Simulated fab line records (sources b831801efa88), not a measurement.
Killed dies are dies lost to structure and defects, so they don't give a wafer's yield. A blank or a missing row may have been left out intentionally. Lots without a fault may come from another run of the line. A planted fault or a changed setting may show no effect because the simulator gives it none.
Split-lot trial + flow sky130 + 5 lots, 23 wafers read, on a route of 708 steps

## THE SPLIT
At SKY_METAL3_SPUTTER_03 (material Ti, target thk 5 nm, time 3.3 s), the setting power w was moved away from the recipe's 3000 W on 7 of the 23 wafers read, by -4.7% to +9.3%. The other wafers ran this setting at the recipe's value.

The split's own step is where the reading is taken.

## THE READING
Ti_of_METAL3_SPUTTER_03.thk nm (the simulator's own value, which no gauge read), in nm, at SKY_METAL3_SPUTTER_03 (material Ti, target thk 5 nm, time 3.3 s). There is no usual value for it anywhere in the file. Here, 16 wafers ran the recipe; their average is 4.980 nm with a standard deviation of 0.086 nm.

| wafer  | tool, chamber at the split | power w as run, W | against the recipe | Ti_of_METAL3_SPUTTER_03.thk nm, nm | against lot-mates on the recipe |
|--------|----------------------------|-------------------|--------------------|------------------------------------|---------------------------------|
| L075.1 | pvd sputter-02, -          | 3000              | recipe             | 4.866                              | -                               |
| L075.2 | pvd sputter-02, -          | 3000              | recipe             | 5.063                              | -                               |
| L075.4 | pvd sputter-02, -          | 3000              | recipe             | 5.081                              | -                               |
| L075.5 | pvd sputter-02, -          | 3000              | recipe             | 5.07                               | -                               |
| L075.6 | pvd sputter-02, -          | 3000              | recipe             | 4.915                              | -                               |
| L078.1 | pvd sputter-04, -          | 3000              | recipe             | 4.921                              | -                               |
| L078.6 | pvd sputter-04, -          | 3000              | recipe             | 4.921                              | -                               |
| L078.4 | pvd sputter-04, -          | 3000              | recipe             | 4.993                              | -                               |
| L079.1 | pvd sputter-03, -          | 3000              | recipe             | 5.105                              | -                               |
| L079.3 | pvd sputter-03, -          | 3280              | +9.3%              | 5.529                              | +0.480                          |
| L079.4 | pvd sputter-03, -          | 3000              | recipe             | 4.965                              | -                               |
| L079.5 | pvd sputter-03, -          | 3280              | +9.3%              | 5.654                              | +0.605                          |
| L079.6 | pvd sputter-03, -          | 3000              | recipe             | 5.076                              | -                               |
| L084.1 | pvd sputter-03, -          | 3236              | +7.9%              | 5.236                              | +0.363                          |
| L084.3 | pvd sputter-03, -          | 3236              | +7.9%              | 5.234                              | +0.361                          |
| L084.4 | pvd sputter-03, -          | 3236              | +7.9%              | 5.148                              | +0.275                          |
| L084.5 | pvd sputter-03, -          | 3000              | recipe             | 4.771                              | -                               |
| L084.6 | pvd sputter-03, -          | 3000              | recipe             | 4.975                              | -                               |
| L085.1 | pvd sputter-04, -          | 2858              | -4.7%              | 4.786                              | -0.199                          |
| L085.2 | pvd sputter-04, -          | 3000              | recipe             | 4.98                               | -                               |
| L085.3 | pvd sputter-04, -          | 3000              | recipe             | 4.98                               | -                               |
| L085.4 | pvd sputter-04, -          | 3000              | recipe             | 4.994                              | -                               |
| L085.6 | pvd sputter-04, -          | 2858              | -4.7%              | 4.771                              | -0.214                          |

THE FIT
A straight line over all 23 wafers: Ti_of_METAL3_SPUTTER_03.thk nm changes by +0.0462 nm for each +1% of power w; r = +0.87; the points scatter about the line by 0.11 nm.
The same after taking each lot's own level away (the mean of its wafers on the recipe; 23 wafers): +0.0491 nm for each +1%; r = +0.94; scatter 0.073 nm.
On that fit, the largest move of power w shifts the reading by 0.46 nm.
Across the lots, their own levels run from 4.8730 to 5.0487 nm, a range of 2.0 times the standard deviation given above.
The two slopes agree, so the slope changes little with the lot-to-lot level.
Check: with one of the wafers moved furthest among these (+9.3%) left out of the fit, the line predicts +0.455 nm for it against its lot-mates. It came out at +0.48 nm against them.

## THESE WAFERS: OTHER SPLITS
These wafers also went through other splits before the reading. Each is held against what the fit with the lots' levels taken away leaves over:
| other split on the same wafers          | wafers away from the commonest value | r with Ti_of_METAL3_SPUTTER_03.thk nm (lot level and that fit taken away) |
|-----------------------------------------|--------------------------------------|---------------------------------------------------------------------------|
| SKY_CONTACT_STRIP_19 power w            | 12                                   | -0.02                                                                     |
| SKY_METAL1_COAT_09 resist thk nm        | 7                                    | -0.27                                                                     |
| SKY_VIA1_HDPCVD_00 sih4 flow sccm       | 7                                    | -0.05                                                                     |
| SKY_VIA1_SPUTTER_20 chamber pressure pa | 18                                   | -0.26                                                                     |
| SKY_METAL2_SPUTTER_04 power w           | 9                                    | -0.04                                                                     |
| SKY_VIA2_HDPCVD_00 sih4 flow sccm       | 4                                    | +0.41                                                                     |
| SKY_VIA2_DEVELOP_11 dev temp c          | 11                                   | -0.10                                                                     |

## FILE'S OWN FIT
Ti_of_METAL3_SPUTTER_03.thk nm changes by +0.0505 nm for each +1% of power w, r = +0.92.
